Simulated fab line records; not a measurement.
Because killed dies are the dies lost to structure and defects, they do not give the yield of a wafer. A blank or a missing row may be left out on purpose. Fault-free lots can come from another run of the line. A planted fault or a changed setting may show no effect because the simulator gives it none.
Problem report, 8D (eight disciplines) form, completed by code | flow sky130 | the parts of the form that need people (team, actions taken, sign-off) are left out

## 1. WHAT IS WRONG
cathode dc power W at SKY_VIA4_SPUTTER_17 reads a mean of 3150.7 W on 6 wafers of 2 lots; wafers without a fault read 4000.0 W with a standard deviation of 0.74. That is -99 or more standard deviations from the usual mean.
The step: material TiN, target thk 20 nm, time 80 s.
First observed at day 47 04:29: wafer L749.2, on pvd sputter-04. At this step, 36 wafers from 12 lots have a number in the record. By rule, "out" or "out of limits" means more than 4 standard deviations away from the usual mean. Any other wafer with a number is counted as sound.

## 2. WHAT IT IS, AND WHAT IT ISN'T
question                    | is                     | is not
which readings at this step | cathode dc power W     | -
which lots                  | L749, L750             | L734, L735, L737, L738, L740, L747, L748, L751, L753, L755
which wafers of those lots  | all that have a number | -
read on which tools         | pvd sputter-04         | pvd sputter-01, pvd sputter-03
when                        | from day 47 04:29      | up to then (21 sound wafers); but 9 sound wafers of L751, L753, L755 came after

## 3. WHAT RULES OUT EACH SUSPECT
Counting: a tool stays on the suspect list if, at a process step up to the reading, it processed all lots that are out and no sound lot following the first of them.
- pvd sputter-04 at SKY_VIA4_SPUTTER_17 (material TiN, target thk 20 nm, time 80 s): kept. Every lot that is out went through it, starting with L749 (day 47 04:29), and after that it ran no sound lot; the last sound lot it ran before then is L748 (day 47 01:08). On those wafers its own readings are out: cathode dc power W.
After counting, what remains is pvd sputter-04 at SKY_VIA4_SPUTTER_17.

## 4. THE CAUSE (what the simulator had put in)
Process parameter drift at SKY_VIA4_SPUTTER_17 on pvd sputter-04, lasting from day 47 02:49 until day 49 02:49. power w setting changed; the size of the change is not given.
This tool alone remained once counting was done.

## 5. THE EFFECT CHAIN, in route order
One row per reading whose mean, taken over the struck wafers that have a number, lies over 3 standard deviations from the usual. Scope: only readings with a usual standard deviation given in the record; hours: median across lots of the time from each lot's start at the first step in this table that gives one to its start at this step; sigmas: change in usual standard deviations.
hours | step                | reading            | usual    | on struck wafers | change | sigmas
0     | SKY_VIA4_SPUTTER_17 | cathode dc power W | 4000.0 W | 3150.7           | -849.3 | -99 or more
The process steps in it:
- SKY_VIA4_SPUTTER_17: material TiN, target thk 20 nm, time 80 s.
At these later measuring or inspecting steps, every struck wafer for which the step has a row has a number for every such reading, and none has moved that far: SKY_VIA4_THK_MEAS_20.

## 6. HOW IT WOULD HAVE BEEN CAUGHT EARLIER
2 hours passed between the start of the fault at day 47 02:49 and the first reading out of limits in this record, taken at day 47 04:29.
